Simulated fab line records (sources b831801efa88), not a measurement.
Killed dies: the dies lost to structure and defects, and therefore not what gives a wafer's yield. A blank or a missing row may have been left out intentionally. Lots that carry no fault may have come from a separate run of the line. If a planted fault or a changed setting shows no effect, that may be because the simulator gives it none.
Which tool did it? :: flow sky130 :: Sampling: 11 lots, 33 wafers, 5 of 708 route steps

== WHAT EACH GAUGE READ, for each wafer ==
SKY_VT_ADJUST_LVTN_TW_MEAS_10. Usual: VT_ADJUST_LVTN_TW 244.6, standard deviation 1.8.
lot: L697
measured: day 6 16:31
on: film_metro-04
VT_ADJUST_LVTN_TW: 243.5 244.5 244.5
flag: 

lot: L698
measured: day 7 15:47
on: film_metro-01
VT_ADJUST_LVTN_TW: 245.9 246.8 246.0
flag: 

lot: L701
measured: day 7 23:35
on: film_metro-04
VT_ADJUST_LVTN_TW: 300.4 300.1 299.6
flag: OFF

lot: L702
measured: day 8 05:09
on: film_metro-02
VT_ADJUST_LVTN_TW: 298.0 299.8 299.6
flag: OFF

lot: L704
measured: day 8 16:17
on: film_metro-01
VT_ADJUST_LVTN_TW: 246.9 245.1 247.7
flag: 

lot: L709
measured: day 10 01:35
on: film_metro-04
VT_ADJUST_LVTN_TW: 299.6 300.2 301.3
flag: OFF

lot: L713
measured: day 11 20:19
on: film_metro-01
VT_ADJUST_LVTN_TW: 246.1 245.7 245.1
flag: 

lot: L712
measured: day 11 20:40
on: film_metro-01
VT_ADJUST_LVTN_TW: 247.6 246.9 245.2
flag: 

lot: L714
measured: day 11 22:21
on: film_metro-01
VT_ADJUST_LVTN_TW: 246.2 246.1 246.1
flag: 

lot: L716
measured: day 12 03:29
on: film_metro-02
VT_ADJUST_LVTN_TW: 243.3 244.0 243.5
flag: 

lot: L717
measured: day 12 07:59
on: film_metro-04
VT_ADJUST_LVTN_TW: 240.6 241.3 242.3
flag: 

SKY_VT_ADJUST_NCORE_OVL_MEAS_08. Usual: VT_ADJUST_NCORE_OVL 0.6 nm, standard deviation 1.4.
lot: L697
measured: day 8 07:52
on: overlay-01
VT_ADJUST_NCORE_OVL (nm): 2.5 3.7 1.2
flag: 

lot: L698
measured: day 9 09:16
on: overlay-01
VT_ADJUST_NCORE_OVL (nm): -0.8 1.1 1.3
flag: 

lot: L701
measured: day 9 16:16
on: overlay-02
VT_ADJUST_NCORE_OVL (nm): -0.8 1.9 -0.2
flag: 

lot: L702
measured: day 10 00:07
on: overlay-01
VT_ADJUST_NCORE_OVL (nm): 1.5 1.6 -0.4
flag: 

lot: L704
measured: day 10 12:19
on: overlay-01
VT_ADJUST_NCORE_OVL (nm): 3.2 3.1 0.7
flag: 

lot: L709
measured: day 11 21:49
on: overlay-02
VT_ADJUST_NCORE_OVL (nm): -0.2 0.2 0.6
flag: 

lot: L713
measured: day 13 22:10
on: overlay-01
VT_ADJUST_NCORE_OVL (nm): -0.1 0.1 1.6
flag: 

lot: L712
measured: day 13 22:28
on: overlay-02
VT_ADJUST_NCORE_OVL (nm): -1.3 -1.7 -0.6
flag: 

lot: L714
measured: day 14 00:29
on: overlay-01
VT_ADJUST_NCORE_OVL (nm): 0.1 2.8 1.2
flag: 

lot: L716
measured: day 14 05:25
on: overlay-02
VT_ADJUST_NCORE_OVL (nm): -0.8 -1.5 -1.6
flag: 

lot: L717
measured: day 14 10:52
on: overlay-01
VT_ADJUST_NCORE_OVL (nm): 1.1 2.5 1.6
flag: 

== WHAT TOOL EACH LOT RAN ON (gives the tool, then ch and the chambers of the sampled wafers, and finally the start) ==
lot: L697
SKY_NWELL_STRIP_25: plasma_asher-04 ch 1, day 5 03:38
SKY_VT_ADJUST_LVTN_IMPLANT_08: implanter-04 ch 0, day 6 16:16
SKY_VT_ADJUST_LVTN_STRIP_09: plasma_asher-03 ch 0,1, day 6 16:24

lot: L698
SKY_NWELL_STRIP_25: plasma_asher-03 ch 0,1, day 6 01:46
SKY_VT_ADJUST_LVTN_IMPLANT_08: implanter-01 ch 0, day 7 15:34
SKY_VT_ADJUST_LVTN_STRIP_09: plasma_asher-04 ch 0,1, day 7 15:43

lot: L701
SKY_NWELL_STRIP_25: plasma_asher-04 ch 0,1, day 6 08:05
SKY_VT_ADJUST_LVTN_IMPLANT_08: implanter-02 ch 0, day 7 23:01
SKY_VT_ADJUST_LVTN_STRIP_09: plasma_asher-04 ch 0,1, day 7 23:29

lot: L702
SKY_NWELL_STRIP_25: plasma_asher-04 ch 0,1, day 6 12:08
SKY_VT_ADJUST_LVTN_IMPLANT_08: implanter-01 ch 0, day 8 04:36
SKY_VT_ADJUST_LVTN_STRIP_09: plasma_asher-04 ch 0,1, day 8 05:02

lot: L704
SKY_NWELL_STRIP_25: plasma_asher-04 ch 0,1, day 7 00:01
SKY_VT_ADJUST_LVTN_IMPLANT_08: implanter-01 ch 0, day 8 16:03
SKY_VT_ADJUST_LVTN_STRIP_09: plasma_asher-02 ch 0,1, day 8 16:10

lot: L709
SKY_NWELL_STRIP_25: plasma_asher-03 ch 0, day 8 05:12
SKY_VT_ADJUST_LVTN_IMPLANT_08: implanter-01 ch 0, day 10 00:58
SKY_VT_ADJUST_LVTN_STRIP_09: plasma_asher-04 ch 0,1, day 10 01:29

lot: L713
SKY_NWELL_STRIP_25: plasma_asher-03 ch 0,1, day 9 22:11
SKY_VT_ADJUST_LVTN_IMPLANT_08: implanter-02 ch 0, day 11 20:04
SKY_VT_ADJUST_LVTN_STRIP_09: plasma_asher-02 ch 0,1, day 11 20:13

lot: L712
SKY_NWELL_STRIP_25: plasma_asher-04 ch 0,1, day 9 23:11
SKY_VT_ADJUST_LVTN_IMPLANT_08: implanter-04 ch 0, day 11 20:25
SKY_VT_ADJUST_LVTN_STRIP_09: plasma_asher-04 ch 0,1, day 11 20:34

lot: L714
SKY_NWELL_STRIP_25: plasma_asher-04 ch 0,1, day 10 00:34
SKY_VT_ADJUST_LVTN_IMPLANT_08: implanter-04 ch 0, day 11 22:09
SKY_VT_ADJUST_LVTN_STRIP_09: plasma_asher-04 ch 0,1, day 11 22:16

lot: L716
SKY_NWELL_STRIP_25: plasma_asher-03 ch 0,1, day 10 06:43
SKY_VT_ADJUST_LVTN_IMPLANT_08: implanter-02 ch 0, day 12 03:14
SKY_VT_ADJUST_LVTN_STRIP_09: plasma_asher-04 ch 0,1, day 12 03:23

lot: L717
SKY_NWELL_STRIP_25: plasma_asher-03 ch 0,1, day 10 08:55
SKY_VT_ADJUST_LVTN_IMPLANT_08: implanter-02 ch 0, day 12 07:46
SKY_VT_ADJUST_LVTN_STRIP_09: plasma_asher-03 ch 0,1, day 12 07:55
- SKY_NWELL_STRIP_25: strips in O2/N2.
- SKY_VT_ADJUST_LVTN_IMPLANT_08
- SKY_VT_ADJUST_LVTN_STRIP_09: strips in O2/N2.

== WHAT THE TOOLS THEMSELVES READ (means of the sampled wafers that have a number; where no wafer has one, the mark that the record gives instead) ==
SKY_NWELL_STRIP_25. Usual: drypump_motor_current_A 5.7 A, standard deviation 0.36; n2_flow_sccm 300.0 sccm, standard deviation 0.8; oes_product_au 0.722 a.u., standard deviation 0.0044; strip_time_to_endpoint_s 36.88 s, standard deviation 0.11.
lot: L697
tool: plasma_asher-04
drypump_motor_current_A (A): 5.3
n2_flow_sccm (sccm): 299.3
oes_product_au (a.u.): 0.719
strip_time_to_endpoint_s (s): 36.93
flag: 

lot: L698
tool: plasma_asher-03
drypump_motor_current_A (A): 5.8
n2_flow_sccm (sccm): 300.2
oes_product_au (a.u.): 0.722
strip_time_to_endpoint_s (s): 37.14
flag: 

lot: L701
tool: plasma_asher-04
drypump_motor_current_A (A): 5.6
n2_flow_sccm (sccm): 300.1
oes_product_au (a.u.): 0.724
strip_time_to_endpoint_s (s): 36.92
flag: 

lot: L702
tool: plasma_asher-04
drypump_motor_current_A (A): 5.9
n2_flow_sccm (sccm): 299.7
oes_product_au (a.u.): 0.726
strip_time_to_endpoint_s (s): 36.72
flag: 

lot: L704
tool: plasma_asher-04
drypump_motor_current_A (A): 5.9
n2_flow_sccm (sccm): 300.8
oes_product_au (a.u.): 0.721
strip_time_to_endpoint_s (s): 37.03
flag: 

lot: L709
tool: plasma_asher-03
drypump_motor_current_A (A): 5.9
n2_flow_sccm (sccm): 298.9
oes_product_au (a.u.): 0.721
strip_time_to_endpoint_s (s): 37.01
flag: 

lot: L713
tool: plasma_asher-03
drypump_motor_current_A (A): 5.8
n2_flow_sccm (sccm): 300.1
oes_product_au (a.u.): 0.727
strip_time_to_endpoint_s (s): 36.71
flag: 

lot: L712
tool: plasma_asher-04
drypump_motor_current_A (A): 6.0
n2_flow_sccm (sccm): 300.4
oes_product_au (a.u.): 0.721
strip_time_to_endpoint_s (s): 36.84
flag: 

lot: L714
tool: plasma_asher-04
drypump_motor_current_A (A): 5.6
n2_flow_sccm (sccm): 300.0
oes_product_au (a.u.): 0.718
strip_time_to_endpoint_s (s): 36.82
flag: 

lot: L716
tool: plasma_asher-03
drypump_motor_current_A (A): 5.8
n2_flow_sccm (sccm): 299.5
oes_product_au (a.u.): 0.722
strip_time_to_endpoint_s (s): 36.90
flag: 

lot: L717
tool: plasma_asher-03
drypump_motor_current_A (A): 5.8
n2_flow_sccm (sccm): 300.1
oes_product_au (a.u.): 0.721
strip_time_to_endpoint_s (s): 36.84
flag: 

SKY_VT_ADJUST_LVTN_IMPLANT_08. Usual: dose_ions_cm2 1.5698e+12, standard deviation 1.9e+09.
lot: L697
tool: implanter-04
dose_ions_cm2: 1.5703e+12
flag: 

lot: L698
tool: implanter-01
dose_ions_cm2: 1.5703e+12
flag: 

lot: L701
tool: implanter-02
dose_ions_cm2: 1.5687e+12
flag: 

lot: L702
tool: implanter-01
dose_ions_cm2: 1.5696e+12
flag: 

lot: L704
tool: implanter-01
dose_ions_cm2: 1.5675e+12
flag: 

lot: L709
tool: implanter-01
dose_ions_cm2: 1.5697e+12
flag: 

lot: L713
tool: implanter-02
dose_ions_cm2: 1.5690e+12
flag: 

lot: L712
tool: implanter-04
dose_ions_cm2: 1.5728e+12
flag: 

lot: L714
tool: implanter-04
dose_ions_cm2: 1.5716e+12
flag: 

lot: L716
tool: implanter-02
dose_ions_cm2: 1.5703e+12
flag: 

lot: L717
tool: implanter-02
dose_ions_cm2: 1.5683e+12
flag: 

SKY_VT_ADJUST_LVTN_STRIP_09. Usual: drypump_motor_current_A 5.7 A, standard deviation 0.45; n2_flow_sccm 300.1 sccm, standard deviation 0.82; oes_product_au 0.721 a.u., standard deviation 0.0045; strip_time_to_endpoint_s 36.90 s, standard deviation 0.11.
lot: L697
tool: plasma_asher-03
drypump_motor_current_A (A): 5.9
n2_flow_sccm (sccm): 300.9
oes_product_au (a.u.): 0.722
strip_time_to_endpoint_s (s): 37.14
flag: 

lot: L698
tool: plasma_asher-04
drypump_motor_current_A (A): 5.6
n2_flow_sccm (sccm): 301.0
oes_product_au (a.u.): 0.724
strip_time_to_endpoint_s (s): 36.99
flag: 

lot: L701
tool: plasma_asher-04
drypump_motor_current_A (A): 5.6
n2_flow_sccm (sccm): 300.2
oes_product_au (a.u.): 0.724
strip_time_to_endpoint_s (s): 36.87
flag: 

lot: L702
tool: plasma_asher-04
drypump_motor_current_A (A): 5.9
n2_flow_sccm (sccm): 301.1
oes_product_au (a.u.): 0.720
strip_time_to_endpoint_s (s): 36.94
flag: 

lot: L704
tool: plasma_asher-02
drypump_motor_current_A (A): 5.3
n2_flow_sccm (sccm): 299.7
oes_product_au (a.u.): 0.722
strip_time_to_endpoint_s (s): 36.81
flag: 

lot: L709
tool: plasma_asher-04
drypump_motor_current_A (A): 6.0
n2_flow_sccm (sccm): 299.9
oes_product_au (a.u.): 0.724
strip_time_to_endpoint_s (s): 36.64
flag: 

lot: L713
tool: plasma_asher-02
drypump_motor_current_A (A): 5.4
n2_flow_sccm (sccm): 300.1
oes_product_au (a.u.): 0.721
strip_time_to_endpoint_s (s): 36.95
flag: 

lot: L712
tool: plasma_asher-04
drypump_motor_current_A (A): 5.6
n2_flow_sccm (sccm): 299.8
oes_product_au (a.u.): 0.721
strip_time_to_endpoint_s (s): 36.91
flag: 

lot: L714
tool: plasma_asher-04
drypump_motor_current_A (A): 5.9
n2_flow_sccm (sccm): 299.7
oes_product_au (a.u.): 0.721
strip_time_to_endpoint_s (s): 36.97
flag: 

lot: L716
tool: plasma_asher-04
drypump_motor_current_A (A): 5.6
n2_flow_sccm (sccm): 299.7
oes_product_au (a.u.): 0.723
strip_time_to_endpoint_s (s): 37.09
flag: 

lot: L717
tool: plasma_asher-03
drypump_motor_current_A (A): 5.9
n2_flow_sccm (sccm): 299.8
oes_product_au (a.u.): 0.721
strip_time_to_endpoint_s (s): 36.92
flag: 

== THE ANSWER, worked out from the rows above alone ==
Rule: lot off if the mean of its wafers having a number is beyond 3 standard deviations from the usual mean. Also off: a lot with no number at a reading for which 4 or more lots have one. The other lots that the step has rows for count as sound. The gauges are gone through in route order, then the tools' own readings, and for those a lot's mean is taken as printed above. At the first step where some lot is off, the reading lying furthest off is the one used; lots without a number count as furthest.
Off: at SKY_VT_ADJUST_LVTN_TW_MEAS_10 (VT_ADJUST_LVTN_TW), L701, L702, L709.
A tool fits if, at a process step before that reading, it ran every lot that is off, and no sound lot after the first of them. The gauges at SKY_VT_ADJUST_LVTN_TW_MEAS_10 are tried like those tools. Of those tried, none fits.

== WHAT HAD BEEN PUT IN BY THE SIMULATOR ==
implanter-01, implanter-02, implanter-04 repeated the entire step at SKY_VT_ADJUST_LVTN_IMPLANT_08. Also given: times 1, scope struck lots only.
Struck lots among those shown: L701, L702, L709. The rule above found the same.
